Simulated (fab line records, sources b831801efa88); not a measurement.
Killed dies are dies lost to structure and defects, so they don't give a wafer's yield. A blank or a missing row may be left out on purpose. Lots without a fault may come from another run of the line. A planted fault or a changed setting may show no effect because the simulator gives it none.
Which tool did it? | flow sky130 | 6 lots, 18 wafers sampled, at 1 step of a route of 708

WHAT THE GAUGES READ, wafer by wafer
SKY_FIELD_ISO_BOW_MEAS_00.
lot  | measured    | on            | INCOMING_BOW (um)
L584 | day 1 15:00 | film_metro-03 | -1 -8 0
L592 | day 3 07:04 | film_metro-03 | 7 -9 -14
L596 | day 4 03:01 | film_metro-02 | 4 -3 -7
L598 | day 4 13:00 | film_metro-03 | -2 -1 6
L600 | day 4 23:00 | film_metro-01 | 8 -7 -2
L605 | day 6 00:00 | film_metro-03 | 8 5 4

WHICH TOOL RAN EACH LOT (tool, then ch and the chambers of the sampled wafers, then the start)
The record holds no process step before these readings.

THE ANSWER, worked out from the rows above alone
Rule: what is usual is taken from the lots themselves. Put in order of their means at a reading, lots are off if they are a third of the lots or fewer, leave a main group of 4 or more, and stand apart from it by a gap of 3 or more times the standard deviation of the main group's means; of several such gaps the widest counts. A main group whose means are all the same, to the digits that the tables above print for the reading, isn't used. A lot without any number at a reading at which 4 lots or more have one is off too. The other lots that the step has rows for count as sound.
No lot is off at any reading shown: from this, nothing can be told.

WHAT THE SIMULATOR HAD PUT IN
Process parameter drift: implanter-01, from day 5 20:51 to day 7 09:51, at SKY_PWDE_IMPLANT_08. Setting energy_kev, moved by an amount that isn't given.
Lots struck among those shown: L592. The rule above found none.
